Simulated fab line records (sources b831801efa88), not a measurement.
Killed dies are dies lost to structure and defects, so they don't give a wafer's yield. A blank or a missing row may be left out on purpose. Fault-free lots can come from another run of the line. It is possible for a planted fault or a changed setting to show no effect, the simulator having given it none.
Struck lot and sound lot, side by side | flow gf180mcu | 43 steps out of a route of 602
Sound: these wafers, L795.2, L795.4, L795.6. Wafers L811.4, L811.5, L811.6 were the ones struck. The cause is named last.
Per side, at each step with rows, come the tool, then ch with its chambers, and then its first start. Under that, the readings that differ: sound wafers | struck wafers | difference of the means | sigmas: that difference in standard deviations of wafers without a fault.
alike: words and numbers the same on both sides, and readings whose means are apart by under 2 such deviations; not compared: readings that were withheld, readings missing a value for some wafer, numbers with overlapping values and no deviation given by the record, and bounds like >300 which may hide the same value.
Wherever a step has rows on one side only, a row that says differs or no value, or a row with sigmas, the two part there. When numbers do not overlap yet have no deviation, they are printed without sigmas and do not part them. A reading that every wafer of one side lacks parts them only if that side has two wafers or more.

first, 2 steps without rows for these wafers: GF_NWELL_IMPLANT_08; GF_NWELL_IMPLANT_09.
GF_NWELL_STRIP_10: strips in O2/N2.
  sound on plasma-asher-03 ch 0,1, day 4 11:25; struck on plasma-asher-01 ch 0,1, day 7 20:37
  alike: drypump-motor-current-A, heater-power-w, oes-product-au, strip-time-to-endpoint-s
  not compared: rf-hours-counter-h
GF_NWELL_TW_MEAS_11:
  sound on film-metro-02, day 4 11:32; struck on film-metro-04, day 7 20:42
  reading  | sound          | struck         | difference | sigmas
  NWELL_TW | 1561 1562 1559 | 1597 1598 1592 | +35        | +3
then, 7 steps without rows for these wafers: GF_LVPWELL_DEHYDRATE_00 (time 60 s); GF_LVPWELL_HMDS_01 (prime time 60 s); GF_LVPWELL_COAT_02 (resist thk 3000 nm); GF_LVPWELL_SOFTBAKE_03; GF_LVPWELL_EXPOSE_04 (exposes mask LVPWELL, target cd 600 nm); GF_LVPWELL_PEB_05; GF_LVPWELL_DEVELOP_06 (develop time 60 s).
GF_LVPWELL_OVL_MEAS_07:
  sound on overlay-02, day 5 01:11; struck on overlay-01, day 8 13:25
  alike: LVPWELL_OVL
GF_LVPWELL_IMPLANT_08:
  sound on implanter-02 ch 0, day 5 01:15; struck on implanter-02 ch 0, day 8 13:30
  reading                   | sound             | struck            | difference | sigmas
  implant-ion-amu           | 11 11 11          | 31 31 31          | +20        |
  model.implant.rp-nm (nm)  | 511.5 511.5 511.5 | 220.5 220.5 220.5 | -291.0     |
  model.implant.drp-nm (nm) | 102.4 102.4 102.4 | 68.9 68.9 68.9    | -33.5      |
  alike: tilt-deg
then, 1 step without rows for these wafers: GF_LVPWELL_IMPLANT_09.
GF_LVPWELL_STRIP_10: strips in O2/N2.
  sound on plasma-asher-04 ch 0,1, day 5 01:31; struck on plasma-asher-02 ch 0,1, day 8 13:46
  alike: drypump-motor-current-A, heater-power-w, oes-product-au, strip-time-to-endpoint-s
  not compared: rf-hours-counter-h
GF_LVPWELL_TW_MEAS_11:
  sound on film-metro-02, day 5 01:38; struck on film-metro-02, day 8 13:52
  reading    | sound       | struck         | difference | sigmas
  LVPWELL_TW | 561 559 559 | 1288 1293 1293 | +732       | +99 or more
then, 7 steps without rows for these wafers: GF_MVSD_DEHYDRATE_00 (time 60 s); GF_MVSD_HMDS_01 (prime time 60 s); GF_MVSD_COAT_02 (resist thk 3000 nm); GF_MVSD_SOFTBAKE_03; GF_MVSD_EXPOSE_04 (exposes mask MVSD, target cd 1000 nm); GF_MVSD_PEB_05; GF_MVSD_DEVELOP_06 (develop time 60 s).
GF_MVSD_OVL_MEAS_07:
  sound on overlay-02, day 5 15:29; struck on overlay-01, day 9 07:18
  alike: MVSD_OVL
then, 2 steps without rows for these wafers: GF_MVSD_IMPLANT_08; GF_MVSD_IMPLANT_09.
GF_MVSD_STRIP_10: strips in O2/N2.
  sound on plasma-asher-03 ch 0,1, day 5 15:55; struck on plasma-asher-02 ch 0,1, day 9 07:39
  alike: drypump-motor-current-A, heater-power-w, oes-product-au, strip-time-to-endpoint-s
  not compared: rf-hours-counter-h
GF_MVSD_TW_MEAS_11:
  sound on film-metro-04, day 5 16:02; struck on film-metro-02, day 9 07:45
  reading | sound          | struck         | difference | sigmas
  MVSD_TW | 1604 1603 1602 | 1578 1568 1560 | -34        | -3
then, 7 steps without rows for these wafers: GF_MVPSD_DEHYDRATE_00 (time 60 s); GF_MVPSD_HMDS_01 (prime time 60 s); GF_MVPSD_COAT_02 (resist thk 3000 nm); GF_MVPSD_SOFTBAKE_03; GF_MVPSD_EXPOSE_04 (exposes mask MVPSD, target cd 1000 nm); GF_MVPSD_PEB_05; GF_MVPSD_DEVELOP_06 (develop time 60 s).
GF_MVPSD_OVL_MEAS_07:
  sound on overlay-02, day 6 06:41; struck on overlay-01, day 10 01:36
  alike: MVPSD_OVL
then, 2 steps without rows for these wafers: GF_MVPSD_IMPLANT_08; GF_MVPSD_IMPLANT_09.
GF_MVPSD_STRIP_10: strips in O2/N2.
  sound on plasma-asher-01 ch 0,1, day 6 07:01; struck on plasma-asher-03 ch 0,1, day 10 01:57
  alike: drypump-motor-current-A, heater-power-w, oes-product-au, strip-time-to-endpoint-s
  not compared: rf-hours-counter-h
GF_MVPSD_TW_MEAS_11:
  sound on film-metro-04, day 6 07:07; struck on film-metro-02, day 10 02:03
  reading  | sound       | struck      | difference | sigmas
  MVPSD_TW | 561 561 562 | 549 550 551 | -11        | -3
then, 2 steps without rows for these wafers: GF_VT_IMPLANT_DEHYDRATE_00 (time 60 s); GF_VT_IMPLANT_HMDS_01 (prime time 60 s).
-- the record jumps here: 3 days lie between the struck wafers' starts before and after --
GF_VT_IMPLANT_RS_MEAS_48: the measuring method here is four-point-probe.
  sound on film-metro-02, day 8 23:44; struck on film-metro-02, day 13 07:14
  reading             | sound                | struck | difference                    | sigmas
  LVPWELL_RS (ohm/sq) | 1195.6 1197.8 1196.0 | - - -  | no value on the struck wafers |

## WHERE THEY PART
First at GF_NWELL_TW_MEAS_11; last, within this record, at GF_VT_IMPLANT_RS_MEAS_48.

WHY: what the simulator had put in
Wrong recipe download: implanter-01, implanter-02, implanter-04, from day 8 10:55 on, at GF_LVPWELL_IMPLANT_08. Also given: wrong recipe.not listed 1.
